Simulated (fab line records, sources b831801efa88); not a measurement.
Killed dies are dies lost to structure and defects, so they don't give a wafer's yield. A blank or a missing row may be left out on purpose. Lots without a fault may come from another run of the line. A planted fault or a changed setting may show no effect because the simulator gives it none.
fab line records | flow sky130
record lots=5 wafers=15 last_day=48
route steps=708 shown METAL3@532 CAPM@537
lots that met no fault: from a run of the same line without faults
start_h: hours from the record's first day to the start of the lot's first wafer shown | wait_h: hours since the lot's step before | " the same as in the row above | L1.1+2: a row that stands for several wafers | - no value, or no start given | * or withheld: withheld | < > ~ a bound
route shown NAME@n: a module of which the file shows steps, and the number in the route of the first | usual: mean/standard deviation of fault-free wafers | same: alike in all rows | chamber/n: place in a boat | sites: the reading at each site | _std_site: their standard deviation | _edge_site: outer sites' mean less inner sites' | radius_mm: how far each site lies from the wafer's centre | mask NAME#n: copy n | behind: the tool/chamber that last shaped the wafer | hold: why the lot was held/for how many hours/how that ended | device: the transistor (n, p or np) that didn't switch | end of line: the same wafers' tests at the end of the route | a step without rows: its recipe alone | killed: dies lost to structure and defects at the first sort, not the wafer's yield | map: a wafer's dies, x killed, . not, _ none there
set.NAME: the setting as run; set.NAME@STEP: as run at that earlier step | model.NAME: the simulator's own value behind a step, which no gauge read
lots at some steps of the route; a table a step, a row a wafer
services: from which hour (start_h, from the record's first day; less than 0 if before it) a tool's chamber was out of use, for how many hours, and why
## steps
# step SKY_METAL3_SPUTTER_00
# recipe material=Ti target_thk_nm=15 power_w=3000 time_s=10 chamber_pressure_pa=0.4
# usual chamber_pressure_pa=0.3999/0.00074 throttle_valve_pct=29.5/1.3
# columns lot.wafer tool chamber start_h wait_h chamber_pressure_pa throttle_valve_pct
L074.3 pvd_sputter-01 - 847.90 0.2 0.4005 29.1
L074.4 " - " " 0.3998 27.8
L074.6 " - " " 0.3985 30.0
L077.2 pvd_sputter-04 - 879.50 0.2 0.4012 30.4
L077.3 " - " " 0.4001 30.1
L077.6 " - " " 0.3998 27.3
L079.1 pvd_sputter-01 - 890.31 0.2 0.4001 28.4
L079.3 " - " " 0.4007 30.0
L079.5 " - " " 0.3988 29.3
L084.1 pvd_sputter-01 - 925.05 0.2 0.3995 29.8
L084.3 " - " " 0.4001 29.2
L084.5 " - " " 0.3993 28.4
L085.1 pvd_sputter-01 - 936.75 0.2 0.3986 28.6
L085.2 " - " " 0.4010 29.7
L085.5 " - " " 0.3998 29.1
# step SKY_METAL3_SPUTTER_01
# recipe material=TiN target_thk_nm=20 power_w=6500 time_s=16.7 chamber_pressure_pa=0.4
# usual chamber_pressure_pa=0.4001/0.00097 throttle_valve_pct=29.5/1.3
# columns lot.wafer tool chamber start_h wait_h chamber_pressure_pa throttle_valve_pct
L074.3 pvd_sputter-01 - 847.92 0.0 0.3994 29.3
L074.4 " - " " 0.3981 27.8
L074.6 " - " " 0.4007 29.9
L077.2 pvd_sputter-04 - 879.52 0.0 0.4010 30.5
L077.3 " - " " 0.3990 30.4
L077.6 " - " " 0.3999 27.3
L079.1 pvd_sputter-01 - 890.33 0.0 0.3989 28.3
L079.3 " - " " 0.4010 29.9
L079.5 " - " " 0.4002 29.1
L084.1 pvd_sputter-01 - 925.08 0.0 0.4007 29.8
L084.3 " - " " 0.4005 29.3
L084.5 " - " " 0.3994 28.6
L085.1 pvd_sputter-01 - 936.77 0.0 0.4020 28.3
L085.2 " - " " 0.4005 29.7
L085.5 " - " " 0.3996 29.2
# step SKY_METAL3_SPUTTER_02
# recipe material=AlCu target_thk_nm=735 power_w=10600 time_s=39.1 chamber_pressure_pa=0.4
# usual chamber_pressure_pa=0.4001/0.00085 throttle_valve_pct=29.5/1.3
# columns lot.wafer tool chamber start_h wait_h chamber_pressure_pa throttle_valve_pct
L074.3 pvd_sputter-01 - 847.94 0.0 0.3986 29.1
L074.4 " - " " 0.3996 27.8
L074.6 " - " " 0.3990 29.8
L077.2 pvd_sputter-04 - 879.55 0.0 0.4005 30.6
L077.3 " - " " 0.3995 30.4
L077.6 " - " " 0.4001 27.6
L079.1 pvd_sputter-01 - 890.36 0.0 0.4003 28.8
L079.3 " - " " 0.4002 29.7
L079.5 " - " " 0.3997 29.2
L084.1 pvd_sputter-01 - 925.10 0.0 0.4014 29.8
L084.3 " - " " 0.4003 29.5
L084.5 " - " " 0.4004 28.3
L085.1 pvd_sputter-01 - 936.79 0.0 0.3996 28.5
L085.2 " - " " 0.3996 29.9
L085.5 " - " " 0.4004 29.2
# step SKY_METAL3_SPUTTER_03
# recipe material=Ti target_thk_nm=5 power_w=3000 time_s=3.3 chamber_pressure_pa=0.4
# usual chamber_pressure_pa=0.4000/0.00087 throttle_valve_pct=29.5/1.3
# columns lot.wafer tool chamber start_h wait_h chamber_pressure_pa throttle_valve_pct
L074.3 pvd_sputter-01 - 847.98 0.0 0.4002 29.3
L074.4 " - " " 0.3989 27.5
L074.6 " - " " 0.4005 29.9
L077.2 pvd_sputter-04 - 879.59 0.0 0.4001 30.4
L077.3 " - " " 0.4009 30.6
L077.6 " - " " 0.3998 27.3
L079.1 pvd_sputter-01 - 890.40 0.0 0.4003 28.4
L079.3 " - " " 0.4007 30.0
L079.5 " - " " 0.3995 29.2
L084.1 pvd_sputter-01 - 925.14 0.0 0.3995 29.7
L084.3 " - " " 0.4002 29.2
L084.5 " - " " 0.3999 28.7
L085.1 pvd_sputter-01 - 936.83 0.0 0.3998 28.5
L085.2 " - " " 0.3999 29.7
L085.5 " - " " 0.3992 29.1
# step SKY_METAL3_SPUTTER_04
# recipe material=TiN target_thk_nm=70 power_w=6500 time_s=58.3 chamber_pressure_pa=0.4
# usual chamber_pressure_pa=0.4001/0.00075 throttle_valve_pct=29.5/1.3
# columns lot.wafer tool chamber start_h wait_h chamber_pressure_pa throttle_valve_pct
L074.3 pvd_sputter-01 - 848.00 0.0 0.3996 29.3
L074.4 " - " " 0.4009 27.8
L074.6 " - " " 0.3999 29.8
L077.2 pvd_sputter-04 - 879.61 0.0 0.4004 30.5
L077.3 " - " " 0.3983 30.3
L077.6 " - " " 0.4006 27.3
L079.1 pvd_sputter-01 - 890.41 0.0 0.4011 28.5
L079.3 " - " " 0.3994 29.7
L079.5 " - " " 0.4010 29.4
L084.1 pvd_sputter-01 - 925.16 0.0 0.4007 29.7
L084.3 " - " " 0.3998 29.2
L084.5 " - " " 0.3998 28.4
L085.1 pvd_sputter-01 - 936.85 0.0 0.4002 28.2
L085.2 " - " " 0.4007 29.7
L085.5 " - " " 0.3992 29.0
# step SKY_CAPM_CVD_00
# recipe material=SiO2 target_thk_nm=15.5 temp_c=400 time_s=withheld rf_w=450
# usual heater_power_w=718/96
# columns lot.wafer tool chamber start_h wait_h heater_power_w
L074.3 pecvd-04 2 848.05 0.0 590
L074.4 " 1 " " 687
L074.6 " 2 " " 596
L077.2 pecvd-03 0 879.65 0.0 683
L077.3 " 2 " " 586
L077.6 " 0 " " 695
L079.1 pecvd-01 1 890.46 0.0 751
L079.3 " 2 " " 890
L079.5 " 1 " " 761
L084.1 pecvd-04 2 925.21 0.0 712
L084.3 " 0 " " 606
L084.5 " 0 " " 618
L085.1 pecvd-03 1 936.90 0.0 593
L085.2 " 2 " " 597
L085.5 " 2 " " 588
# step SKY_CAPM_THK_MEAS_01
# recipe reads=SiO2_of_CAPM_CVD_00
# usual CAPM_CVD_00_THK=15.58/0.22
# columns lot.wafer tool chamber start_h wait_h CAPM_CVD_00_THK[nm]
L074.3 film_metro-02 - 848.09 - 15.53
L074.4 " - " " 16.02
L074.6 " - " " 15.60
L077.2 film_metro-03 - 879.69 - 15.51
L077.3 " - " " 15.28
L077.6 " - " " 15.82
L079.1 film_metro-02 - 890.48 - 15.65
L079.3 " - " " 15.40
L079.5 " - " " 15.86
L084.1 film_metro-01 - 925.23 - 15.39
L084.3 " - " " 15.29
L084.5 " - " " 15.41
L085.1 film_metro-01 - 936.92 - 15.58
L085.2 " - " " 15.69
L085.5 " - " " 15.64
# step SKY_CAPM_SPUTTER_02
# recipe material=TiN target_thk_nm=200 temp_c=300 power_w=6500 time_s=166.7 chamber_pressure_pa=0.4
# usual chamber_pressure_pa=0.4000/0.00078 throttle_valve_pct=29.2/1.1
# columns lot.wafer tool chamber start_h wait_h chamber_pressure_pa throttle_valve_pct
L074.3 pvd_sputter-04 - 848.13 0.0 0.3996 27.4
L074.4 " - " " 0.3999 30.3
L074.6 " - " " 0.4007 27.4
L077.2 pvd_sputter-01 - 879.74 0.0 0.4003 27.9
L077.3 " - " " 0.3992 29.2
L077.6 " - " " 0.4003 28.5
L079.1 pvd_sputter-04 - 890.54 0.1 0.4010 30.5
L079.3 " - " " 0.3990 30.2
L079.5 " - " " 0.3997 27.2
L084.1 pvd_sputter-02 - 925.29 0.1 0.4009 29.3
L084.3 " - " " 0.4007 28.0
L084.5 " - " " 0.4004 29.7
L085.1 pvd_sputter-02 - 936.98 0.1 0.4007 29.4
L085.2 " - " " 0.3988 27.9
L085.5 " - " " 0.3995 27.9
# step SKY_CAPM_RS_MEAS_03
# recipe thk_meas_gauge=four-point-probe reads=TiN_of_CAPM_SPUTTER_02
# usual CAPM_TIN_RS=6.95/0.079
# columns lot.wafer tool chamber start_h wait_h CAPM_TIN_RS[ohm/sq]
L074.3 film_metro-03 - 848.28 0.1 7.12
L074.4 " - " " 7.12
L074.6 " - " " 7.11
L077.2 film_metro-02 - 879.87 0.1 6.88
L077.3 " - " " 7.02
L077.6 " - " " 6.94
L079.1 film_metro-01 - 890.65 0.1 7.10
L079.3 " - " " 7.07
L079.5 " - " " 7.06
L084.1 film_metro-02 - 925.40 0.1 6.95
L084.3 " - " " 6.90
L084.5 " - " " 6.94
L085.1 film_metro-02 - 937.09 0.1 7.02
L085.2 " - " " 6.89
L085.5 " - " " 6.89
# step SKY_CAPM_THK_MEAS_04
# recipe thk_meas_gauge=xrf reads=TiN_of_CAPM_SPUTTER_02
# usual CAPM_TIN_THK=196.6/2.3
# columns lot.wafer tool chamber start_h wait_h CAPM_TIN_THK[nm]
L074.3 film_metro-03 - 848.38 0.1 191.6
L074.4 " - " " 190.7
L074.6 " - " " 191.4
L077.2 film_metro-02 - 879.98 0.1 198.6
L077.3 " - " " 195.0
L077.6 " - " " 197.5
L079.1 film_metro-01 - 890.77 0.1 192.9
L079.3 " - " " 192.8
L079.5 " - " " 193.0
L084.1 film_metro-02 - 925.52 0.1 197.2
L084.3 " - " " 198.3
L084.5 " - " " 195.9
L085.1 film_metro-02 - 937.21 0.1 194.6
L085.2 " - " " 197.4
L085.5 " - " " 198.2
# step SKY_CAPM_DEHYDRATE_05
# recipe temp_c=200 time_s=60
# usual heater_power_total_W=160.37/0.13
# columns lot.wafer tool chamber start_h wait_h heater_power_total_W
L074.3 litho_track-02 0 861.39 13.0 160.32
L074.4 " 0 " " 160.57
L074.6 " 0 " " 160.33
L077.2 litho_track-04 0 892.50 12.5 160.37
L077.3 " 0 " " 160.57
L077.6 " 0 " " 160.17
L079.1 litho_track-04 0 902.33 11.5 160.39
L079.3 " 0 " " 160.52
L079.5 " 0 " " 160.33
L084.1 litho_track-04 0 937.53 12.0 160.40
L084.3 " 0 " " 160.19
L084.5 " 0 " " 160.56
L085.1 litho_track-02 0 948.94 11.7 160.38
L085.2 " 0 " " 160.63
L085.5 " 0 " " 160.39
# step SKY_CAPM_HMDS_06
# recipe prime_time_s=60 prime_temp_c=120
# same prime_time_s=60
# columns lot.wafer tool chamber start_h wait_h
L074.3+4+6 litho_track-02 0 861.54 0.1
L077.2+3+6 litho_track-04 0 892.65 0.1
L079.1+3+5 litho_track-04 0 902.48 0.1
L084.1+3+5 litho_track-04 0 937.68 0.1
L085.1+2+5 litho_track-02 0 949.09 0.1
# step SKY_CAPM_COAT_07
# recipe resist=NOVOLAK spin_rpm=3000 resist_thk_nm=1140
# columns lot.wafer tool chamber start_h wait_h
L074.3+4+6 litho_track-02 0 861.69 0.1
L077.2+3+6 litho_track-04 0 892.80 0.1
L079.1+3+5 litho_track-04 0 902.63 0.1
L084.1+3+5 litho_track-04 0 937.83 0.1
L085.1+2+5 litho_track-02 0 949.24 0.1
# step SKY_CAPM_SOFTBAKE_08
# recipe temp_c=90 time_s=60 resist=NOVOLAK
# usual heater_power_total_W=56.60/0.041
# columns lot.wafer tool chamber start_h wait_h heater_power_total_W
L074.3 litho_track-02 0 861.84 0.1 56.64
L074.4 " 0 " " 56.63
L074.6 " 0 " " 56.65
L077.2 litho_track-04 0 892.95 0.1 56.57
L077.3 " 0 " " 56.65
L077.6 " 0 " " 56.52
L079.1 litho_track-04 0 902.78 0.1 56.58
L079.3 " 0 " " 56.56
L079.5 " 0 " " 56.67
L084.1 litho_track-04 0 937.98 0.1 56.59
L084.3 " 0 " " 56.68
L084.5 " 0 " " 56.62
L085.1 litho_track-02 0 949.39 0.1 56.57
L085.2 " 0 " " 56.63
L085.5 " 0 " " 56.57
# step SKY_CAPM_EXPOSE_09
# recipe mask_id=CAPM na=0.6 source_shape=conventional sigma_outer=0.6 polarization=unpolarized target_cd_nm=1000 dose_mj=159
# columns lot.wafer tool chamber start_h wait_h mask
L074.3+4+6 iline_stepper-01 0 - - CAPM#0
L077.2+3+6 iline_stepper-01 0 - - CAPM#0
L079.1+3+5 iline_stepper-02 0 - - CAPM#0
L084.1+3+5 iline_stepper-01 0 - - CAPM#0
L085.1+2+5 iline_stepper-02 0 - - CAPM#0
# step SKY_CAPM_PEB_10
# recipe temp_c=withheld time_s=* resist=NOVOLAK
# columns lot.wafer tool chamber start_h wait_h
L074.3+4+6 litho_track-03 0 - -
L077.2+3+6 litho_track-04 0 - -
L079.1+3+5 litho_track-03 0 - -
L084.1+3+5 litho_track-02 0 - -
L085.1+2+5 litho_track-02 0 - -
# step SKY_CAPM_DEVELOP_11
# recipe resist=NOVOLAK developer=TMAH develop_time_s=60 dev_temp_c=23
# columns lot.wafer tool chamber start_h wait_h
L074.3+4+6 litho_track-03 0 874.12 0.1
L077.2+3+6 litho_track-04 0 905.70 0.1
L079.1+3+5 litho_track-03 0 915.57 0.1
L084.1+3+5 litho_track-02 0 949.69 0.1
L085.1+2+5 litho_track-02 0 961.29 0.1
# step SKY_CAPM_OVL_MEAS_12
# usual CAPM_OVL=0.1/1.7
# columns lot.wafer tool chamber start_h wait_h CAPM_OVL[nm]
L074.3 overlay-01 - 874.24 0.1 0.0
L074.4 " - " " -1.1
L074.6 " - " " -0.8
L077.2 overlay-02 - 905.84 0.1 -1.4
L077.3 " - " " -0.4
L077.6 " - " " -1.1
L079.1 overlay-02 - 915.72 0.1 1.5
L079.3 " - " " 0.5
L079.5 " - " " 4.3
L084.1 overlay-02 - 949.84 0.1 1.4
L084.3 " - " " 1.7
L084.5 " - " " 0.7
L085.1 overlay-02 - 961.44 0.1 0.4
L085.2 " - " " -0.9
L085.5 " - " " -0.4
# step SKY_CAPM_METAL_ETCH_13
# recipe target_depth_nm=220 stop_on=SiO2 chemistry=Cl2/BCl3 target=TiN pressure_mtorr=10 icp_w=900 bias_w=48.5 Cl2_flow_sccm=60 bcl3_flow_sccm=30 time_s=62.9
# usual drypump_motor_current_A=5.7/0.42 oes_product_au=0.939/0.0078 throttle_valve_pct=21.903/0.011
# columns lot.wafer tool chamber start_h wait_h drypump_motor_current_A oes_product_au rf_hours_counter_h throttle_valve_pct
L074.3 rie_metal-01 1 874.29 0.0 6.2 0.927 - 21.925
L074.4 " 0 " " 6.2 0.927 - 21.924
L074.6 " 1 " " 6.2 0.926 - 21.930
L077.2 rie_metal-04 1 905.87 0.0 5.4 0.948 3 21.916
L077.3 " 0 " " 5.8 0.934 - 21.890
L077.6 " 0 " " 5.8 0.937 - 21.889
L079.1 rie_metal-01 0 915.76 0.0 6.2 0.923 15 21.906
L079.3 " 1 " " 6.2 0.934 - 21.904
L079.5 " 0 " " 6.2 0.930 - 21.926
L084.1 rie_metal-01 1 949.88 0.0 6.2 0.944 12 21.913
L084.3 " 1 " " 6.2 0.933 - 21.890
L084.5 " 1 " " 6.2 0.936 - 21.895
L085.1 rie_metal-01 0 961.48 0.0 6.2 0.932 17 21.899
L085.2 " 1 " " 6.2 0.945 12 21.901
L085.5 " 0 " " 6.2 0.944 - 21.894
# step SKY_CAPM_STRIP_14
# recipe chemistry=O2/N2 power_w=1400 pressure_mtorr=1500 platen_temp_c=withheld o2_flow_sccm=3000 n2_flow_sccm=300 overash_fraction=0.5
# usual drypump_motor_current_A=5.9/0.47 oes_product_au=0.710/0.0049 strip_time_to_endpoint_s=12.63/0.041
# columns lot.wafer tool chamber start_h wait_h drypump_motor_current_A oes_product_au rf_hours_counter_h strip_time_to_endpoint_s
L074.3 plasma_asher-02 1 874.37 0.1 5.1 0.712 - 12.62
L074.4 " 0 " " 6.6 0.714 - 12.62
L074.6 " 0 " " 6.6 0.706 - 12.59
L077.2 plasma_asher-01 0 905.94 0.1 5.7 0.715 16 12.63
L077.3 " 1 " " 5.6 0.709 - 12.64
L077.6 " 0 " " 5.6 0.722 - 12.59
L079.1 plasma_asher-03 1 915.84 0.1 5.8 0.701 79 12.59
L079.3 " 0 " " 6.2 0.712 - 12.67
L079.5 " 0 " " 6.2 0.705 - 12.60
L084.1 plasma_asher-02 0 949.95 0.1 6.6 0.709 113 12.67
L084.3 " 0 " " 6.6 0.714 - 12.69
L084.5 " 0 " " 6.7 0.714 - 12.71
L085.1 plasma_asher-03 1 961.55 0.1 5.8 0.706 84 12.57
L085.2 " 0 " " 6.2 0.716 84 12.64
L085.5 " 1 " " 5.8 0.703 - 12.63
# step SKY_CAPM_STRIP_15
# recipe chemistry=post_etch_residue_remover time_s=1200 temp_c=72.5
# columns lot.wafer tool chamber start_h wait_h
L074.3+4+6 wet_bench-01 3 874.44 0.0
L077.2+3+6 wet_bench-01 3 906.04 0.1
L079.1+3+5 wet_bench-02 3 915.94 0.1
L084.1+3+5 wet_bench-03 3 950.05 0.1
L085.1+2+5 wet_bench-03 0 961.65 0.1
# step SKY_CAPM_CLEAN_16
# recipe chemistry=IPA time_s=180 temp_c=25
# columns lot.wafer tool chamber start_h wait_h
L074.3+4+6 wet_bench-01 1 874.78 0.0
L077.2+3+6 wet_bench-02 1 906.42 0.0
L079.1+3+5 wet_bench-02 3 916.28 0.0
L084.1+3+5 wet_bench-01 1 950.39 0.0
L085.1+2+5 wet_bench-02 3 962.00 0.0
# step SKY_CAPM_CLEAN_17
# recipe chemistry=O3/DIW dry=n2_spin
# columns lot.wafer tool chamber start_h wait_h
L074.3+4+6 wet_bench-02 3 874.84 0.0
L077.2+3+6 wet_bench-03 2 906.47 0.0
L079.1+3+5 wet_bench-02 3 916.34 0.0
L084.1+3+5 wet_bench-03 2 950.45 0.0
L085.1+2+5 wet_bench-03 3 962.05 0.0
# step SKY_METAL3_DEHYDRATE_05
# recipe temp_c=200 time_s=60
# usual heater_power_total_W=160.38/0.12
# columns lot.wafer tool chamber start_h wait_h heater_power_total_W
L074.3 litho_track-01 0 887.32 12.4 160.57
L074.4 " 0 " " 160.46
L074.6 " 0 " " 160.17
L077.2 litho_track-01 0 918.09 11.5 160.44
L077.3 " 0 " " 160.28
L077.6 " 0 " " 160.49
L079.1 litho_track-03 0 927.62 11.2 160.47
L079.3 " 0 " " 160.38
L079.5 " 0 " " 160.45
L084.1 litho_track-03 0 962.07 11.5 160.26
L084.3 " 0 " " 160.54
L084.5 " 0 " " 160.17
L085.1 litho_track-03 0 973.02 10.9 160.24
L085.2 " 0 " " 160.18
L085.5 " 0 " " 160.48
# step SKY_METAL3_HMDS_06
# recipe prime_time_s=60 prime_temp_c=120
# same prime_time_s=60
# columns lot.wafer tool chamber start_h wait_h
L074.3+4+6 litho_track-01 0 887.47 0.1
L077.2+3+6 litho_track-01 0 918.24 0.1
L079.1+3+5 litho_track-03 0 927.77 0.1
L084.1+3+5 litho_track-03 0 962.22 0.1
L085.1+2+5 litho_track-03 0 973.17 0.1
# step SKY_METAL3_COAT_07
# recipe resist=BARC temp_c=withheld time_s=withheld spin_rpm=3000 resist_thk_nm=60
# columns lot.wafer tool chamber start_h wait_h
L074.3+4+6 litho_track-01 0 887.62 0.1
L077.2+3+6 litho_track-01 0 918.39 0.1
L079.1+3+5 litho_track-03 0 927.92 0.1
L084.1+3+5 litho_track-03 0 962.37 0.1
L085.1+2+5 litho_track-03 0 973.32 0.1
# step SKY_METAL3_COAT_08
# recipe resist=KrF-thick spin_rpm=3000 resist_thk_nm=1140
# columns lot.wafer tool chamber start_h wait_h
L074.3+4+6 litho_track-01 0 - -
L077.2+3+6 litho_track-01 0 - -
L079.1+3+5 litho_track-03 0 - -
L084.1+3+5 litho_track-03 0 - -
L085.1+2+5 litho_track-03 0 - -
# step SKY_METAL3_SOFTBAKE_09
# recipe temp_c=100 time_s=90 resist=KrF-thick
# usual heater_power_total_W=57.36/0.11
# columns lot.wafer tool chamber start_h wait_h heater_power_total_W
L074.3 litho_track-01 0 - - 57.24
L074.4 " 0 " " 57.47
L074.6 " 0 " " 57.30
L077.2 litho_track-01 0 - - 57.44
L077.3 " 0 " " 57.18
L077.6 " 0 " " 57.38
L079.1 litho_track-03 0 - - 57.58
L079.3 " 0 " " 57.45
L079.5 " 0 " " 57.22
L084.1 litho_track-03 0 - - 57.34
L084.3 " 0 " " 57.45
L084.5 " 0 " " 57.40
L085.1 litho_track-03 0 - - 57.45
L085.2 " 0 " " 57.23
L085.5 " 0 " " 57.22
# step SKY_METAL3_EXPOSE_10
# recipe mask_id=MM3 na=0.68 source_shape=annular sigma_inner=0.4 sigma_outer=0.8 target_cd_nm=300 dose_mj=28
# columns lot.wafer tool chamber start_h wait_h mask
L074.3+4+6 krf_scanner-02 0 - - MM3#0
L077.2+3+6 krf_scanner-02 0 - - MM3#0
L079.1+3+5 krf_scanner-01 0 - - MM3#0
L084.1+3+5 krf_scanner-02 0 - - MM3#0
L085.1+2+5 krf_scanner-01 0 - - MM3#0
# step SKY_METAL3_PEB_11
# recipe peb_temp_c=withheld peb_time_s=withheld resist=KrF-thick
# columns lot.wafer tool chamber start_h wait_h
L074.3+4+6 litho_track-03 0 - -
L077.2+3+6 litho_track-01 0 - -
L079.1+3+5 litho_track-02 0 - -
L084.1+3+5 litho_track-03 0 - -
L085.1+2+5 litho_track-03 0 - -
# step SKY_METAL3_DEVELOP_12
# recipe develop_time_s=60 resist=KrF-thick dev_temp_c=21
# columns lot.wafer tool chamber start_h wait_h
L074.3+4+6 litho_track-03 0 - -
L077.2+3+6 litho_track-01 0 - -
L079.1+3+5 litho_track-02 0 - -
L084.1+3+5 litho_track-03 0 - -
L085.1+2+5 litho_track-03 0 - -
# step SKY_METAL3_CD_MEAS_13
# recipe target_cd_nm=300
# usual cd_nm=299.5/1.3
# columns lot.wafer tool chamber start_h wait_h cd_nm
L074.3 cd_sem-01 - 900.51 - 300.8
L074.4 " - " " 300.6
L074.6 " - " " 300.7
L077.2 cd_sem-02 - 929.99 - 299.7
L077.3 " - " " 300.6
L077.6 " - " " 298.5
L079.1 cd_sem-01 - 941.14 - 296.0
L079.3 " - " " 296.1
L079.5 " - " " 297.1
L084.1 cd_sem-01 - 974.97 - 300.1
L084.3 " - " " 300.0
L084.5 " - " " 301.4
L085.1 cd_sem-01 - 985.77 - 298.7
L085.2 " - " " 299.9
L085.5 " - " " 299.1
# step SKY_METAL3_OVL_MEAS_14
# usual METAL3_OVL=-3/5.6
# columns lot.wafer tool chamber start_h wait_h METAL3_OVL[nm]
L074.3 overlay-02 - 900.61 0.1 0
L074.4 " - " " -10
L074.6 " - " " -9
L077.2 overlay-01 - 930.09 0.1 -3
L077.3 " - " " -3
L077.6 " - " " -3
L079.1 overlay-02 - 941.26 0.1 9
L079.3 " - " " 6
L079.5 " - " " 1
L084.1 overlay-02 - 975.09 0.1 2
L084.3 " - " " -9
L084.5 " - " " -4
L085.1 overlay-01 - 985.89 0.1 -1
L085.2 " - " " -10
L085.5 " - " " -5
# step SKY_METAL3_DESCUM_15
# recipe chemistry=O2 source_power_w=150 bias_power_w=0 pressure_mtorr=10 temp_c=40 time_s=8
# usual drypump_motor_current_A=6.0/0.39 oes_product_au=1.005/0.0072
# columns lot.wafer tool chamber start_h wait_h drypump_motor_current_A oes_product_au rf_hours_counter_h
L074.3 rie_metal-03 1 900.64 0.0 5.1 0.989 -
L074.4 " 0 " " 5.7 1.004 -
L074.6 " 1 " " 5.1 0.996 -
L077.2 rie_metal-02 0 930.13 0.0 5.8 1.006 -
L077.3 " 0 " " 5.8 1.007 -
L077.6 " 0 " " 5.8 0.995 -
L079.1 rie_metal-01 1 941.30 0.0 6.2 0.998 11
L079.3 " 1 " " 6.2 1.008 -
L079.5 " 1 " " 6.2 1.002 -
L084.1 rie_metal-03 1 975.13 0.0 5.1 1.007 18
L084.3 " 1 " " 5.1 1.006 -
L084.5 " 0 " " 5.7 0.993 -
L085.1 rie_metal-02 0 985.93 0.0 5.8 1.013 8
L085.2 " 1 " " 6.6 1.006 2
L085.5 " 0 " " 5.8 1.002 -
# step SKY_METAL3_ETCH_16
# recipe chemistry=N2/H2 target=BARC ion_energy_ev=200 bias_w=100 pressure_mtorr=30 n2_flow_sccm=100 h2_flow_sccm=200 icp_w=500 stop_on=SiO2 time_s=88.2 target_depth_a=600
# usual drypump_motor_current_A=6.0/0.39 oes_product_au=0.625/0.0049 throttle_valve_pct=13.204/0.0093
# columns lot.wafer tool chamber start_h wait_h drypump_motor_current_A oes_product_au rf_hours_counter_h throttle_valve_pct
L074.3 rie_metal-03 1 900.69 0.0 5.1 0.622 - 13.208
L074.4 " 0 " " 5.8 0.626 - 13.206
L074.6 " 1 " " 5.1 0.624 - 13.216
L077.2 rie_metal-02 0 930.22 0.1 5.8 0.622 - 13.199
L077.3 " 0 " " 5.8 0.626 - 13.222
L077.6 " 0 " " 5.8 0.626 - 13.197
L079.1 rie_metal-01 1 941.33 0.0 6.2 0.623 11 13.195
L079.3 " 1 " " 6.2 0.613 - 13.208
L079.5 " 1 " " 6.2 0.627 - 13.207
L084.1 rie_metal-03 1 975.16 0.0 5.1 0.634 18 13.214
L084.3 " 1 " " 5.1 0.620 - 13.206
L084.5 " 0 " " 5.8 0.626 - 13.204
L085.1 rie_metal-02 0 985.96 0.0 5.8 0.627 8 13.203
L085.2 " 1 " " 6.6 0.630 2 13.192
L085.5 " 0 " " 5.8 0.631 - 13.214
# step SKY_METAL3_ETCH_17
# recipe target=SiO2 stop_on=TiN chemistry=C4F8/O2/Ar source_w=1500 bias_w=1200 pressure_mtorr=40 c4f8_flow_sccm=withheld O2_flow_sccm=6 Ar_flow_sccm=300 time_s=3.9 target_depth_a=150
# usual oes_product_au=0.757/0.0073
# columns lot.wafer tool chamber start_h wait_h oes_product_au rf_hours_counter_h
L074.3 rie_diel-03 0 900.76 0.0 0.759 10
L074.4 " 2 " " 0.768 3
L074.6 " 0 " " 0.755 -
L077.2 rie_diel-03 0 930.38 0.1 0.755 12
L077.3 " 2 " " 0.756 4
L077.6 " 3 " " 0.759 -
L079.1 rie_diel-01 1 941.43 0.1 0.752 5
L079.3 " 0 " " 0.746 8
L079.5 " 0 " " 0.766 -
L084.1 rie_diel-03 0 975.26 0.1 0.754 13
L084.3 " 2 " " 0.749 5
L084.5 " 1 " " 0.755 -
L085.1 rie_diel-01 2 986.06 0.1 0.764 15
L085.2 " 3 " " 0.763 16
L085.5 " 3 " " 0.752 -
# step SKY_METAL3_METAL_ETCH_18
# recipe target_depth_a=8450 stop_on=SiO2 over_etch_frac=0.3 time_s=183.1 chemistry=Cl2/BCl3 resist_sidewall_deg=88 pressure_mtorr=10 icp_w=900 bias_w=48.5 Cl2_flow_sccm=60 bcl3_flow_sccm=30
# usual drypump_motor_current_A=5.9/0.47 oes_product_au=0.864/0.0068 throttle_valve_pct=22.265/0.0092
# columns lot.wafer tool chamber start_h wait_h drypump_motor_current_A oes_product_au rf_hours_counter_h throttle_valve_pct
L074.3 rie_metal-01 1 900.90 0.1 6.2 0.859 - 22.258
L074.4 " 1 " " 6.2 0.851 - 22.260
L074.6 " 1 " " 6.2 0.864 - 22.273
L077.2 rie_metal-01 0 930.40 0.0 6.2 0.854 16 22.261
L077.3 " 0 " " 6.2 0.864 - 22.269
L077.6 " 1 " " 6.2 0.868 - 22.245
L079.1 rie_metal-03 1 941.44 0.0 5.1 0.856 16 22.275
L079.3 " 1 " " 5.1 0.851 - 22.278
L079.5 " 0 " " 5.8 0.864 - 22.269
L084.1 rie_metal-01 1 975.28 0.0 6.2 0.844 13 22.270
L084.3 " 0 " " 6.2 0.862 - 22.261
L084.5 " 1 " " 6.2 0.865 - 22.266
L085.1 rie_metal-03 1 986.08 0.0 5.1 0.874 19 22.277
L085.2 " 0 " " 5.8 0.856 7 22.246
L085.5 " 0 " " 5.8 0.862 - 22.259
## services
# columns tool chamber start_h hours kind
iline_stepper-02 - 831.94 1.7 pm
iline_stepper-01 - 834.23 4.3 pm
rie_diel-01 1 854.74 9.0 repair
wet_bench-01 - 858.08 3.5 repair
iline_stepper-01 - 869.01 4.4 pm
wet_bench-03 - 869.18 27.0 pm
krf_scanner-01 - 877.38 1.0 pm
krf_scanner-02 - 878.38 4.0 pm
rie_metal-01 - 887.20 0.6 repair
pecvd-04 - 895.34 0.5 repair
rie_metal-01 0 899.65 6.2 repair
krf_scanner-02 - 903.94 0.5 repair
pecvd-04 2 905.74 15.3 repair
rie_diel-01 3 917.23 13.5 repair
rie_diel-01 0 921.76 1.3 repair
pvd_sputter-04 - 929.15 1.2 repair
rie_diel-03 3 931.70 5.5 repair
krf_scanner-02 - 948.77 3.6 pm
rie_metal-03 0 949.59 1.5 repair
krf_scanner-02 - 952.32 1.0 pm
rie_metal-03 - 959.00 2.8 pm
pvd_sputter-01 - 964.88 5.1 repair
pvd_sputter-01 - 975.40 0.6 repair
krf_scanner-02 - 984.10 0.8 pm
## key
fault none
